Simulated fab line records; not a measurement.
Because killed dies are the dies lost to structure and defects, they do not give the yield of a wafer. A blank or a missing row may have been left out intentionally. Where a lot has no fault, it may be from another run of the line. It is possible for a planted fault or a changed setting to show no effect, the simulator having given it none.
Which of the tools did it? :: flow gf180mcu :: Sampling: 13 lots, 39 wafers, 5 of 602 route steps

== WHAT THE GAUGES SHOWED, per wafer ==
GF_HV_LDD_CD_MEAS_31: the cd target is 400 nm.
lot: L121
measured: day 11 07:40
on: cd sem-02
cd nm (nm): 401.1 400.7 400.3

lot: L122
measured: day 11 10:56
on: cd sem-02
cd nm (nm): 399.6 400.8 398.7

lot: L124
measured: day 12 09:05
on: cd sem-02
cd nm (nm): 397.8 397.2 394.6

lot: L125
measured: day 12 09:51
on: cd sem-02
cd nm (nm): 398.9 398.1 399.0

lot: L126
measured: day 12 16:49
on: cd sem-01
cd nm (nm): 400.4 402.0 401.7

lot: L130
measured: day 14 19:59
on: cd sem-01
cd nm (nm): 395.5 394.7 395.7

lot: L131
measured: day 14 22:57
on: cd sem-01
cd nm (nm): 400.0 398.0 396.8

lot: L132
measured: day 15 16:52
on: cd sem-02
cd nm (nm): 400.9 401.6 397.3

lot: L135
measured: day 16 09:41
on: cd sem-01
cd nm (nm): 400.8 398.4 397.1

lot: L139
measured: day 17 20:41
on: cd sem-02
cd nm (nm): 423.5 423.2 424.8

lot: L138
measured: day 17 22:11
on: cd sem-02
cd nm (nm): 424.2 425.9 426.3

lot: L143
measured: day 18 17:50
on: cd sem-01
cd nm (nm): 398.8 401.7 400.3

lot: L144
measured: day 19 11:25
on: cd sem-02
cd nm (nm): 399.5 400.8 399.2

GF_V1_THK_MEAS_25: measures by xrf.
lot: L121
measured: day 17 18:41
on: film metro-03
V1_W_THK (nm): 355 352 350

lot: L122
measured: day 17 23:35
on: film metro-03
V1_W_THK (nm): 354 355 356

lot: L124
measured: day 19 01:29
on: film metro-02
V1_W_THK (nm): 359 354 357

lot: L125
measured: day 19 04:53
on: film metro-03
V1_W_THK (nm): 360 360 361

lot: L126
measured: day 19 12:10
on: film metro-02
V1_W_THK (nm): 360 356 360

lot: L130
measured: day 21 21:37
on: film metro-03
V1_W_THK (nm): 364 360 366

lot: L131
measured: day 22 01:32
on: film metro-02
V1_W_THK (nm): 359 366 360

lot: L132
measured: day 22 20:47
on: film metro-03
V1_W_THK (nm): 349 357 364

lot: L135
measured: day 23 16:30
on: film metro-03
V1_W_THK (nm): 356 362 360

lot: L139
measured: day 25 00:41
on: film metro-03
V1_W_THK (nm): 352 358 353

lot: L138
measured: day 25 03:37
on: film metro-03
V1_W_THK (nm): 353 358 351

lot: L143
measured: day 25 21:31
on: film metro-02
V1_W_THK (nm): 366 363 361

lot: L144
measured: day 26 12:20
on: film metro-02
V1_W_THK (nm): 355 350 354

== WHAT TOOL EACH LOT RAN ON (gives the tool, then ch and the chambers of the sampled wafers, and finally the start) ==
lot: L121
GF_HV_LDD_EXPOSE_28: iline stepper-01 ch 0, day 10 23:10
GF_CONTACT_SPUTTER_22: pvd sputter-02, day 15 19:35
GF_V1_STRIP_18: plasma asher-02 ch 0,1, day 17 17:48

lot: L122
GF_HV_LDD_EXPOSE_28: iline stepper-01 ch 0, day 11 02:11
GF_CONTACT_SPUTTER_22: pvd sputter-04, day 15 23:05
GF_V1_STRIP_18: plasma asher-01 ch 0, day 17 22:41

lot: L124
GF_HV_LDD_EXPOSE_28: iline stepper-02 ch 0, day 12 00:02
GF_CONTACT_SPUTTER_22: pvd sputter-04, day 16 23:27
GF_V1_STRIP_18: plasma asher-01 ch 0,1, day 19 00:36

lot: L125
GF_HV_LDD_EXPOSE_28: iline stepper-02 ch 0, day 12 00:36
GF_CONTACT_SPUTTER_22: pvd sputter-01, day 17 01:38
GF_V1_STRIP_18: plasma asher-01 ch 0,1, day 19 04:02

lot: L126
GF_HV_LDD_EXPOSE_28: iline stepper-01 ch 0, day 12 07:17
GF_CONTACT_SPUTTER_22: pvd sputter-04, day 17 08:35
GF_V1_STRIP_18: plasma asher-03 ch 0,1, day 19 11:18

lot: L130
GF_HV_LDD_EXPOSE_28: iline stepper-01 ch 0, day 14 10:07
GF_CONTACT_SPUTTER_22: pvd sputter-02, day 19 18:32
GF_V1_STRIP_18: plasma asher-03 ch 0,1, day 21 20:44

lot: L131
GF_HV_LDD_EXPOSE_28: iline stepper-02 ch 0, day 14 12:41
GF_CONTACT_SPUTTER_22: pvd sputter-04, day 19 23:32
GF_V1_STRIP_18: plasma asher-03 ch 0,1, day 22 00:41

lot: L132
GF_HV_LDD_EXPOSE_28: iline stepper-01 ch 0, day 15 06:02
GF_CONTACT_SPUTTER_22: pvd sputter-04, day 20 18:59
GF_V1_STRIP_18: plasma asher-03 ch 0,1, day 22 19:56

lot: L135
GF_HV_LDD_EXPOSE_28: iline stepper-01 ch 0, day 15 23:52
GF_CONTACT_SPUTTER_22: pvd sputter-02, day 21 14:56
GF_V1_STRIP_18: plasma asher-03 ch 0,1, day 23 15:35

lot: L139
GF_HV_LDD_EXPOSE_28: iline stepper-01 ch 0, day 17 09:14
GF_CONTACT_SPUTTER_22: pvd sputter-04, day 23 00:41
GF_V1_STRIP_18: plasma asher-02 ch 0,1, day 24 23:49

lot: L138
GF_HV_LDD_EXPOSE_28: iline stepper-01 ch 0, day 17 10:26
GF_CONTACT_SPUTTER_22: pvd sputter-04, day 23 03:29
GF_V1_STRIP_18: plasma asher-01 ch 0,1, day 25 02:44

lot: L143
GF_HV_LDD_EXPOSE_28: iline stepper-02 ch 0, day 18 06:44
GF_CONTACT_SPUTTER_22: pvd sputter-04, day 23 21:47
GF_V1_STRIP_18: plasma asher-01 ch 0,1, day 25 20:38

lot: L144
GF_HV_LDD_EXPOSE_28: iline stepper-02 ch 0, day 18 23:25
GF_CONTACT_SPUTTER_22: pvd sputter-02, day 24 13:56
GF_V1_STRIP_18: plasma asher-01 ch 0,1, day 26 11:28
- GF_HV_LDD_EXPOSE_28: exposes mask Nplus HV AREA, target cd 400 nm.
- GF_CONTACT_SPUTTER_22: material Ti, target thk 15 nm, time 80.02 s.
- GF_V1_STRIP_18: strips in O2/N2.

== WHAT THE TOOLS THEMSELVES READ (means of the sampled wafers that have a number; where no wafer has one, the mark that the record gives instead) ==
GF_HV_LDD_EXPOSE_28.
lot: L121
tool: iline stepper-01
exposure dose mJ cm2: 140.19

lot: L122
tool: iline stepper-01
exposure dose mJ cm2: 139.87

lot: L124
tool: iline stepper-02
exposure dose mJ cm2: 139.98

lot: L125
tool: iline stepper-02
exposure dose mJ cm2: 139.89

lot: L126
tool: iline stepper-01
exposure dose mJ cm2: 139.92

lot: L130
tool: iline stepper-01
exposure dose mJ cm2: 140.12

lot: L131
tool: iline stepper-02
exposure dose mJ cm2: 140.05

lot: L132
tool: iline stepper-01
exposure dose mJ cm2: 140.04

lot: L135
tool: iline stepper-01
exposure dose mJ cm2: 140.06

lot: L139
tool: iline stepper-01
exposure dose mJ cm2: 151.30

lot: L138
tool: iline stepper-01
exposure dose mJ cm2: 151.32

lot: L143
tool: iline stepper-02
exposure dose mJ cm2: 140.08

lot: L144
tool: iline stepper-02
exposure dose mJ cm2: 139.68

GF_CONTACT_SPUTTER_22.
lot: L121
tool: pvd sputter-02
throttle valve pct (%): 29.6

lot: L122
tool: pvd sputter-04
throttle valve pct (%): 28.9

lot: L124
tool: pvd sputter-04
throttle valve pct (%): 28.9

lot: L125
tool: pvd sputter-01
throttle valve pct (%): 29.8

lot: L126
tool: pvd sputter-04
throttle valve pct (%): 29.5

lot: L130
tool: pvd sputter-02
throttle valve pct (%): 29.9

lot: L131
tool: pvd sputter-04
throttle valve pct (%): 29.1

lot: L132
tool: pvd sputter-04
throttle valve pct (%): 28.8

lot: L135
tool: pvd sputter-02
throttle valve pct (%): 30.2

lot: L139
tool: pvd sputter-04
throttle valve pct (%): 29.6

lot: L138
tool: pvd sputter-04
throttle valve pct (%): 29.0

lot: L143
tool: pvd sputter-04
throttle valve pct (%): 29.1

lot: L144
tool: pvd sputter-02
throttle valve pct (%): 29.8

GF_V1_STRIP_18.
lot: L121
tool: plasma asher-02
drypump motor current A (A): 5.1
heater power w (W): 334
oes product au (a.u.): 0.589

lot: L122
tool: plasma asher-01
drypump motor current A (A): 5.7
heater power w (W): 377
oes product au (a.u.): 0.592

lot: L124
tool: plasma asher-01
drypump motor current A (A): 5.5
heater power w (W): 371
oes product au (a.u.): 0.591

lot: L125
tool: plasma asher-01
drypump motor current A (A): 5.5
heater power w (W): 363
oes product au (a.u.): 0.586

lot: L126
tool: plasma asher-03
drypump motor current A (A): 6.0
heater power w (W): 345
oes product au (a.u.): 0.594

lot: L130
tool: plasma asher-03
drypump motor current A (A): 6.0
heater power w (W): 339
oes product au (a.u.): 0.592

lot: L131
tool: plasma asher-03
drypump motor current A (A): 5.9
heater power w (W): 340
oes product au (a.u.): 0.597

lot: L132
tool: plasma asher-03
drypump motor current A (A): 5.9
heater power w (W): 335
oes product au (a.u.): 0.595

lot: L135
tool: plasma asher-03
drypump motor current A (A): 6.0
heater power w (W): 342
oes product au (a.u.): 0.590

lot: L139
tool: plasma asher-02
drypump motor current A (A): 5.3
heater power w (W): 333
oes product au (a.u.): 0.597

lot: L138
tool: plasma asher-01
drypump motor current A (A): 5.4
heater power w (W): 348
oes product au (a.u.): 0.594

lot: L143
tool: plasma asher-01
drypump motor current A (A): 5.6
heater power w (W): 370
oes product au (a.u.): 0.594

lot: L144
tool: plasma asher-01
drypump motor current A (A): 5.5
heater power w (W): 366
oes product au (a.u.): 0.597

== THE ANSWER, worked out from the rows above alone ==
Rule: what is usual is taken from the lots themselves. The widest of any qualifying gaps counts: lots, ordered by their means at a reading, are off when they make up no more than a third of the lots, leave a main group of 4 or more, and stand apart from it by 3 or more times the standard deviation of that group's means. Not used: any main group whose means are identical at the precision the tables above print for the reading. Also off: a lot with no number at a reading for which 4 or more lots have one. All remaining lots with rows at the step are treated as sound. Order of review: gauges by route order, followed by the tools' own readings, for which a lot's mean as printed above is used. At the first step where some lot is off, the reading lying furthest off is the one used; lots without a number count as furthest.
Off: L139, L138, at GF_HV_LDD_CD_MEAS_31 (cd nm). Main group: mean 399.0 nm, sd 1.7.
A tool fits if, at a process step before that reading, it ran every lot that is off, and no sound lot after the first of them. Not tried: the gauges at GF_HV_LDD_CD_MEAS_31; whatever is off there is also off at GF_HV_LDD_EXPOSE_28, on other tools, and gauge error can't account for it. One fits: GF_HV_LDD_EXPOSE_28 on iline stepper-01. Its last sound lot is L135 (day 15 23:52), its first lot that is off L139 (day 17 09:14): a fault that began between those two fits.
The tool's own readings at GF_HV_LDD_EXPOSE_28 bear it out: on the lots that are off they differ by more than 5 times the standard deviation of the sound lots' means. exposure dose mJ cm2 reads 151.31 there against 139.99 on the sound lots.

== WHAT WAS PUT IN BY THE SIMULATOR ==
Process parameter drift: iline stepper-01, from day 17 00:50 on, at GF_HV_LDD_EXPOSE_28. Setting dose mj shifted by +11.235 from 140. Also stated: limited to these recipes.
Lots struck among those shown: L139, L138. The same result came from the rule above.
